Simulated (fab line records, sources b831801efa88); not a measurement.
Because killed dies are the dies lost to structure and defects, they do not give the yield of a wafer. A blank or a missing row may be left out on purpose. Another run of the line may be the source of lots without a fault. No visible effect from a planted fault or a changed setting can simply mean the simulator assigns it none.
Which tool was responsible? | flow gf180mcu | Sampling: 13 lots, 39 wafers, 6 of 602 route steps

== WHAT THE GAUGES READ, wafer by wafer ==
GF_STI_THK_MEAS_02. Usual: for STI_OXIDATION_THK the level is 9.95 nm and the standard deviation is 0.18.
lot  | measured    | on            | STI_OXIDATION_THK (nm) | flag
L620 | day 1 11:32 | film metro-02 | 10.04 10.16 10.16      |
L621 | day 1 16:37 | film metro-01 | 9.90 9.81 9.91         |
L622 | day 1 21:31 | film metro-01 | 9.89 9.87 9.82         |
L623 | day 2 02:31 | film metro-04 | 9.97 10.36 9.99        |
L625 | day 2 13:28 | film metro-02 | 10.02 9.82 9.81        |
L630 | day 3 13:31 | film metro-01 | 10.01 9.90 9.96        |
L631 | day 3 19:53 | film metro-04 | 9.66 9.57 9.63         |
L636 | day 4 19:31 | film metro-01 | 9.92 10.09 9.91        |
L637 | day 5 01:06 | film metro-02 | 9.93 9.89 10.09        |
L639 | day 5 11:46 | film metro-01 | 10.21 10.32 10.30      |
L640 | day 5 15:32 | film metro-02 | 9.89 9.95 9.97         |
L641 | day 5 20:55 | film metro-02 | 9.86 9.75 9.78         |
L642 | day 6 02:14 | film metro-02 | 9.85 9.92 9.73         |

GF_STI_THK_MEAS_24. Usual: for STI_CVD_23_THK the level is 648 nm and the standard deviation is 5.2.
lot  | measured    | on            | STI_CVD_23_THK (nm) | flag
L620 | day 2 03:36 | film metro-02 | 649 652 645         |
L621 | day 2 08:48 | film metro-04 | 645 650 644         |
L622 | day 2 14:08 | film metro-02 | 653 648 648         |
L623 | day 2 18:50 | film metro-01 | 644 653 637         |
L625 | day 3 07:06 | film metro-02 | 643 652 642         |
L630 | day 4 06:47 | film metro-01 | 640 637 640         |
L631 | day 4 12:58 | film metro-04 | 651 650 653         |
L636 | day 5 13:44 | film metro-01 | 648 642 647         |
L637 | day 5 19:39 | film metro-04 | 641 652 649         |
L639 | day 6 05:29 | film metro-01 | 644 646 644         |
L640 | day 6 10:39 | film metro-02 | 646 645 648         |
L641 | day 6 17:28 | film metro-02 | 651 642 648         |
L642 | day 6 22:15 | film metro-02 | 654 647 640         |

GF_MVPSD_TW_MEAS_11. Usual: for MVPSD_TW the level is 551 and the standard deviation is 4.5.
lot  | measured     | on            | MVPSD_TW    | flag
L620 | day 5 00:20  | film metro-02 | 545 548 547 |
L621 | day 5 06:10  | film metro-04 | 550 546 550 |
L622 | day 5 12:28  | film metro-04 | 547 548 549 |
L623 | day 5 18:46  | film metro-03 | 557 556 554 |
L625 | day 6 08:06  | film metro-02 | 548 546 549 |
L630 | day 7 12:22  | film metro-02 | 537 536 533 | OFF
L631 | day 7 20:13  | film metro-02 | 537 536 535 | OFF
L636 | day 9 00:20  | film metro-03 | 561 563 559 |
L637 | day 9 07:22  | film metro-04 | 550 551 552 |
L639 | day 9 19:20  | film metro-02 | 547 548 549 |
L640 | day 10 00:53 | film metro-04 | 549 547 549 |
L641 | day 10 07:47 | film metro-03 | 560 561 563 |
L642 | day 10 14:56 | film metro-04 | 545 544 546 |

GF_VT_IMPLANT_OVL_MEAS_18. Usual: for VT_IMPLANT_01_OVL the level is 0.4 nm and the standard deviation is 2.2.
lot  | measured     | on         | VT_IMPLANT_01_OVL (nm) | flag
L620 | day 6 04:36  | overlay-01 | 2.1 0.8 1.0            |
L621 | day 6 11:05  | overlay-01 | -1.6 -1.7 -0.4         |
L622 | day 6 17:34  | overlay-02 | 3.8 3.7 3.5            |
L623 | day 7 01:05  | overlay-02 | 2.2 2.4 1.2            |
L625 | day 7 15:31  | overlay-02 | 1.4 -0.2 1.5           |
L630 | day 8 21:19  | overlay-01 | -1.3 -1.7 -2.8         |
L631 | day 9 05:43  | overlay-02 | 2.3 3.0 3.9            |
L636 | day 10 11:28 | overlay-02 | 1.1 0.3 0.6            |
L637 | day 10 18:19 | overlay-02 | 0.7 2.9 2.4            |
L639 | day 11 07:19 | overlay-02 | 2.5 1.2 2.8            |
L640 | day 11 13:08 | overlay-01 | -1.9 -3.0 -3.5         |
L641 | day 11 20:40 | overlay-02 | -3.6 -4.7 -2.8         |
L642 | day 12 03:51 | overlay-01 | 1.9 1.7 2.2            |

GF_VT_IMPLANT_RS_MEAS_49: a four-point-probe measurement. Usual: for MVPSD_RS the level is 1170.2 ohm/sq and the standard deviation is 2.6.
lot  | measured     | on            | MVPSD_RS (ohm/sq)    | flag
L620 | day 7 12:51  | film metro-03 | 1169.2 1168.4 1169.4 |
L621 | day 7 19:46  | film metro-02 | 1173.3 1174.4 1171.1 |
L622 | day 8 03:05  | film metro-03 | 1173.3 1169.5 1172.1 |
L623 | day 8 10:56  | film metro-03 | 1169.1 1168.2 1166.0 |
L625 | day 9 01:31  | film metro-04 | 1167.7 1170.7 1170.5 |
L630 | day 10 08:55 | film metro-04 | 1229.8 1226.2 1227.4 | OFF
L631 | day 10 18:08 | film metro-04 | 1223.3 1224.1 1224.4 | OFF
L636 | day 12 01:27 | film metro-04 | 1171.6 1175.0 1173.1 |
L637 | day 12 07:58 | film metro-02 | 1177.0 1175.5 1173.6 |
L639 | day 12 22:13 | film metro-02 | 1171.6 1166.5 1171.8 |
L640 | day 13 04:37 | film metro-03 | 1170.5 1170.3 1173.3 |
L641 | day 13 12:29 | film metro-02 | 1169.7 1169.2 1168.9 |
L642 | day 13 20:25 | film metro-04 | 1173.5 1175.0 1173.0 |

== EACH LOT AND THE TOOL THAT RAN IT (in order: tool; ch and the chambers of the sampled wafers; start) ==
lot  | GF_MVPSD_IMPLANT_08
L620 | implanter-03 ch 0, day 4 23:59
L621 | implanter-03 ch 0, day 5 05:46
L622 | implanter-01 ch 0, day 5 12:04
L623 | implanter-04 ch 0, day 5 18:22
L625 | implanter-01 ch 0, day 6 07:42
L630 | implanter-01 ch 0, day 7 11:58
L631 | implanter-01 ch 0, day 7 19:49
L636 | implanter-03 ch 0, day 8 23:56
L637 | implanter-04 ch 0, day 9 06:58
L639 | implanter-03 ch 0, day 9 18:56
L640 | implanter-03 ch 0, day 10 00:31
L641 | implanter-01 ch 0, day 10 07:23
L642 | implanter-01 ch 0, day 10 14:35
- GF_MVPSD_IMPLANT_08

== AS READ BY THE TOOLS THEMSELVES (means over the sampled wafers that have a number; for cases with no such wafer, the mark the record gives instead) ==
GF_MVPSD_IMPLANT_08. Usual: beam on s 9.99 s, standard deviation 0.18; end station pressure torr 5.09e-06 Torr, standard deviation 2.6e-07; faraday current uA 84.7, standard deviation 1.5.
lot  | tool         | beam on s (s) | end station pressure torr (Torr) | faraday current uA | flag
L620 | implanter-03 | 9.92          | 5.06e-06                         | 85.5               |
L621 | implanter-03 | 9.94          | 5.25e-06                         | 85.3               |
L622 | implanter-01 | 10.12         | 4.78e-06                         | 83.6               |
L623 | implanter-04 | 10.14         | 5.14e-06                         | 83.4               |
L625 | implanter-01 | 10.05         | 5.07e-06                         | 84.1               |
L630 | implanter-01 | 10.01         | 5.03e-06                         | 84.5               |
L631 | implanter-01 | 9.90          | 5.01e-06                         | 85.2               |
L636 | implanter-03 | 10.07         | 4.87e-06                         | 84.0               |
L637 | implanter-04 | 9.94          | 5.23e-06                         | 84.9               |
L639 | implanter-03 | 9.86          | 5.15e-06                         | 85.6               |
L640 | implanter-03 | 10.01         | 5.16e-06                         | 84.6               |
L641 | implanter-01 | 10.08         | 5.06e-06                         | 83.9               |
L642 | implanter-01 | 9.84          | 4.97e-06                         | 85.9               |

== THE ANSWER, worked out from the rows above alone ==
Rule: a lot is off if the mean of its wafers that have a number lies more than 3 standard deviations from the usual mean. A lot without any number at a reading at which 4 lots or more have one is off too. Where the step has rows for the other lots, those lots are counted as sound. The gauges are gone through in route order, then the tools' own readings, and for those a lot's mean is taken as printed above. The first step at which some lot is off is used, and at that step the reading that is off furthest; a lot without a number counts as furthest.
Off: L630, L631, seen at GF_MVPSD_TW_MEAS_11 (MVPSD_TW).
If a tool, at a process step before that reading, ran all the lots that are off and no sound lot after the first of them, it fits. Not tried: the gauges at GF_MVPSD_TW_MEAS_11; whatever is off there is also off at GF_VT_IMPLANT_RS_MEAS_49, on other tools, and gauge error can't account for it. Not one of the candidates tried fits.

== WHAT THE SIMULATOR HAD INSERTED ==
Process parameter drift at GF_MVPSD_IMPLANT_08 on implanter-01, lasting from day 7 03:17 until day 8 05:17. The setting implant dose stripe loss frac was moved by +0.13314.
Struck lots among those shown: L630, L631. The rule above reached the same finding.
